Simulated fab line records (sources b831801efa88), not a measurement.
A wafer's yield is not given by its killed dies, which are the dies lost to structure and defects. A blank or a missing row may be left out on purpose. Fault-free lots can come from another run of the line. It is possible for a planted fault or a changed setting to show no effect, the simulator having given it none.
Code-filled problem report in 8D (eight disciplines) form | flow gf180mcu | the parts of the form that need people (team, actions taken, sign-off) are left out

== 1. PROBLEM STATEMENT ==
Wafers without a fault read 439.5 nm, standard deviation 1.9; cd_nm at GF_TOP_METAL_CD_MEAS_14 reads a mean of 451.8 nm on 6 wafers belonging to 2 lots. Relative to the usual mean, that is a shift of +6.5 standard deviations.
The step: target cd 440 nm.
Earliest sighting: wafer L655.1 on cd_sem-01 at day 33 12:42. Wafers with a number at this step in the record: 36, from 12 lots. By rule, "out" or "out of limits" means more than 4 standard deviations away from the usual mean. The other wafers with a number count as sound.

== 2. WHAT IT IS, WHAT IT ISN'T ==
question                    | is                     | is not
which readings at this step | cd_nm                  | -
which lots                  | L655, L660             | L637, L638, L639, L641, L643, L645, L646, L647, L649, L651
which wafers of those lots  | all that have a number | -
read on which gauges        | cd_sem-01              | cd_sem-02
when                        | from day 33 12:42      | up to then (30 sound wafers)

== 3. THE SUSPECTS, EACH WITH WHAT RULES IT OUT ==
Counting: any tool at a process step up to the reading is kept as a suspect provided that every lot that is out went through it and no sound lot did after the first of them.
- ruled out: the gauge at GF_TOP_METAL_CD_MEAS_14. All the wafers that are out were read on cd_sem-01, but those of them that GF_TOP_METAL_EXPOSE_11 has rows for are out there too, on other tools.
- pecvd-04 at GF_V5_CVD_02 (deposits SiO2 from TEOS, target thk 1450 nm, time 163.28 s): kept. It ran every lot that is out, first L655 (day 32 01:22), and no sound lot after that; its last sound lot up to then is L645 (day 29 04:16).
- iline_stepper-01 at GF_TOP_METAL_EXPOSE_11 (exposes mask MetalTop, target cd 440 nm): kept. It ran every lot that is out, first L655 (day 33 05:05), and no sound lot after that; its last sound lot up to then is L651 (day 32 06:55). Its own exposure_dose_mJ_cm2 readings are out on those wafers.
What counting leaves: pecvd-04 at GF_V5_CVD_02 and iline_stepper-01 at GF_TOP_METAL_EXPOSE_11.

== 4. THE CAUSE (what the simulator had put in) ==
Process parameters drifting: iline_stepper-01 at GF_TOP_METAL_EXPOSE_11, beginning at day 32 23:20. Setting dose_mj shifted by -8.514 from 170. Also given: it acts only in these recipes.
Counting left 2 suspects, and this tool is among them.

== 5. THE EFFECT CHAIN, in route order ==
Each row: a reading where the mean over the struck wafers with a number is more than 3 standard deviations away from the usual. Only readings for which the record gives a usual standard deviation are gone through. hours: the time from each lot's start at the first step in this table that gives one to its start at this step, as a median over the lots. sigmas: the change in usual standard deviations.
hours | step                    | reading              | usual    | on struck wafers | change | sigmas
0     | GF_TOP_METAL_EXPOSE_11  | exposure_dose_mJ_cm2 | 169.91   | 162.17           | -7.74  | -46
8     | GF_TOP_METAL_CD_MEAS_14 | cd_nm                | 439.5 nm | 451.8            | +12.3  | +6.5
Here are the process steps it includes:
- GF_TOP_METAL_EXPOSE_11: exposes mask MetalTop, target cd 440 nm.

== 6. HOW IT WOULD HAVE BEEN CAUGHT EARLIER ==
13 hours passed between the start of the fault at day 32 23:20 and the first reading out of limits at a measuring or inspecting step in this record, taken at day 33 12:42.
Tool's own readings at GF_TOP_METAL_EXPOSE_11, exposure_dose_mJ_cm2: out on all struck wafers the step has rows for; an alarm limit on them would have tripped on the first.
Among the 2 lots that are out, L660 began GF_TOP_METAL_EXPOSE_11 on iline_stepper-01 after day 33 12:42. Putting the tool on hold at that point would have spared it.
